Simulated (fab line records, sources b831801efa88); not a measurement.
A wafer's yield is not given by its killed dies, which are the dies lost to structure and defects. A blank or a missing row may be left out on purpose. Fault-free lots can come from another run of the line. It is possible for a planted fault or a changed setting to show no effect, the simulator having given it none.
A struck lot beside a sound one | flow sky130 | 15 steps out of a route of 708
Sound: wafers L188.2, L188.5, L188.6. Wafers struck: L194.1, L194.3. At the end, the cause is stated.
At each step with rows: each side's tool, then ch and its chambers, then its first start. Under that, the readings that differ: sound wafers | struck wafers | difference of the means | sigmas: that difference in standard deviations of wafers without a fault.
alike: words and numbers the same on both sides, and readings whose means are apart by under 2 such deviations; not compared: readings that were withheld, readings missing a value for some wafer, numbers with overlapping values and no deviation given by the record, and bounds like >300 which may hide the same value.
A row with sigmas, a row that says differs or no value, or rows on one side alone: a step with any of these is where the two part. Numbers that have no deviation but don't overlap get no sigmas and don't part them. A reading that every wafer of one side lacks parts them only if that side has two wafers or more.

first, 4 steps without rows for these wafers: SKY_SD_P_SOFTBAKE_03 (time 60 s); SKY_SD_P_EXPOSE_04 (exposes mask PSDM, target cd 380 nm); SKY_SD_P_PEB_05; SKY_SD_P_DEVELOP_06 (develop time 60 s).
SKY_SD_P_CD_MEAS_07: the cd target is 380 nm.
  sound on cd sem-02 at day 28 01:39; struck on cd sem-01 at day 30 13:26
  alike: cd nm
SKY_SD_P_OVL_MEAS_08:
  sound on overlay-02 at day 28 01:46; struck on overlay-02 at day 30 13:33
  alike: SD_P_OVL
next, for these wafers, 1 step has no rows: SKY_SD_P_IMPLANT_09.
SKY_SD_P_STRIP_10: strips in O2/N2.
  sound on plasma asher-02 ch 0,1, day 28 01:56; struck on plasma asher-02 ch 0,1, day 30 13:44
  alike: drypump motor current A, n2 flow sccm, oes product au, strip time to endpoint s
  not compared: rf hours counter h
SKY_SD_P_TW_MEAS_11:
  sound on film metro-02 at day 28 02:03; struck on film metro-01 at day 30 13:50
  alike: SD_P_TW
then, 3 steps without rows for these wafers: SKY_RES_XHIGH_DEHYDRATE_00 (time 60 s); SKY_RES_XHIGH_HMDS_01 (prime time 60 s); SKY_RES_XHIGH_COAT_02 (resist thk 1140 nm).
SKY_RES_XHIGH_SOFTBAKE_03: time 60 s.
  sound on litho track-03 ch 0, day 28 16:17; struck on litho track-02 ch 0, day 31 03:16
  reading          | sound             | struck      | difference | sigmas
  run length s (s) | 88.84 88.86 88.75 | 95.39 95.22 | +6.49      | +38
then, 1 step without rows for these wafers: SKY_RES_XHIGH_EXPOSE_04 (exposes mask URPM, target cd 1270 nm).
-- here the record skips 18 days between the struck wafers' starts before and after, leaving off in module RES_XHIGH and picking up in module PAD_OPEN (first step shown: number 708 of the route) --
SKY_PAD_OPEN_PROBE_99:
  sound on prober-01 at day 47 19:26; struck on prober-01 at day 49 09:41
  alike: killed_at_M0_to_M3, killed_at_M4_up, killed at contacts, killed at front end, killed at other, killed dies, killed open, killed short

## WHERE THEY PART
Within this record, at SKY_RES_XHIGH_SOFTBAKE_03 only. Later steps at which nothing parts them and some readings are alike: SKY_PAD_OPEN_PROBE_99.

WHY: the cause the simulator had injected
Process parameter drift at SKY_RES_XHIGH_SOFTBAKE_03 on litho track-02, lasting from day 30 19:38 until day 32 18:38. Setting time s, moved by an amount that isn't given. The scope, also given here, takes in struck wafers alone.
